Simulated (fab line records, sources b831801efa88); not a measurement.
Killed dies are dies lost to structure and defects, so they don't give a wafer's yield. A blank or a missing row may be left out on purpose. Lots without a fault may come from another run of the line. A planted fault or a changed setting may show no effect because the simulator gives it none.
A struck lot beside a sound one | flow gf180mcu | 14 steps out of a route of 602
Sound: wafers L275.2, L275.3, L275.5. Struck: wafers L280.2, L280.4, L280.6. The cause comes at the end.
At each step with rows: each side's tool, then ch and its chambers, then its first start. Under that, the readings that differ: sound wafers | struck wafers | difference of the means | sigmas: that difference in standard deviations of wafers without a fault.
alike: readings whose means differ by less than 2 such deviations, and words and numbers that are the same on both sides. not compared: withheld readings, readings that some wafer has no value for, bounds like >300 that may hide the same value, and numbers for which the record gives no deviation and whose values overlap.
The two part at a step that has a row with sigmas, a row that says differs or no value, or rows on one side only. Numbers that don't overlap but have no deviation are shown without sigmas and don't part them. A reading that every wafer of one side lacks parts them only if that side has two wafers or more.

GF_V4_THK_MEAS_01:
  sound on film_metro-04, day 23 08:55; struck on film_metro-02, day 25 09:37
  reading            | sound       | struck      | difference | sigmas
  V4_CVD_00_THK (nm) | 583 574 584 | 593 588 593 | +11        | +2
GF_V4_CVD_02: deposits SiO2 from TEOS, target thk 850 nm, time 94.851 s.
  sound on pecvd-02 ch 0,1,2, day 23 08:58; struck on pecvd-02 ch 0,1,2, day 25 09:40
  alike: heater_power_w
GF_V4_THK_MEAS_03:
  sound on film_metro-02, day 23 09:03; struck on film_metro-03, day 25 09:45
  alike: V4_CVD_02_THK
GF_V4_CMP_04: polishes SiO2.
  sound on cmp-01 ch 1,2,3, day 23 09:09; struck on cmp-01 ch 0,1, day 25 09:48
  alike: motor_current_A, time_to_endpoint_s
GF_V4_BOW_MEAS_05:
  sound on film_metro-02, day 23 09:25; struck on film_metro-02, day 25 10:07
  alike: V4_BOW
then, 7 steps without rows for these wafers: GF_V4_DEHYDRATE_06 (time 60 s); GF_V4_HMDS_07 (prime time 60 s); GF_V4_COAT_08; GF_V4_COAT_09 (resist thk 1000 nm); GF_V4_SOFTBAKE_10 (time 60 s); GF_V4_EXPOSE_11 (exposes mask Via4, target cd 260 nm); GF_V4_PEB_12 (peb time 90 s).
GF_V4_DEVELOP_13: develop time 60 s.
  sound on litho_track-02 ch 0, day 24 08:28; struck on litho_track-01, day 26 07:11
  no value came back on the struck wafers for chill_plate_temp_C (C), develop_time_s (s); on the sound wafers chill_plate_temp_C (C) reads 22.98 23.04 22.98
  reading                             | sound             | struck          | difference | sigmas
  model.KrF_of_V4_COAT_09.thk_nm (nm) | 987.1 988.2 985.2 | 995.3 993.1 995 | +7.6       |
GF_V4_CD_MEAS_14: target cd 260 nm.
  sound on cd_sem-01, day 24 08:36; struck on cd_sem-02, day 26 07:22
  reading    | sound             | struck | difference                    | sigmas
  cd_nm (nm) | 262.6 262.0 261.6 | - - -  | no value on the struck wafers |

WHERE THEY PART
First at GF_V4_THK_MEAS_01; last, within this record, at GF_V4_CD_MEAS_14.

WHY: what the simulator had put in
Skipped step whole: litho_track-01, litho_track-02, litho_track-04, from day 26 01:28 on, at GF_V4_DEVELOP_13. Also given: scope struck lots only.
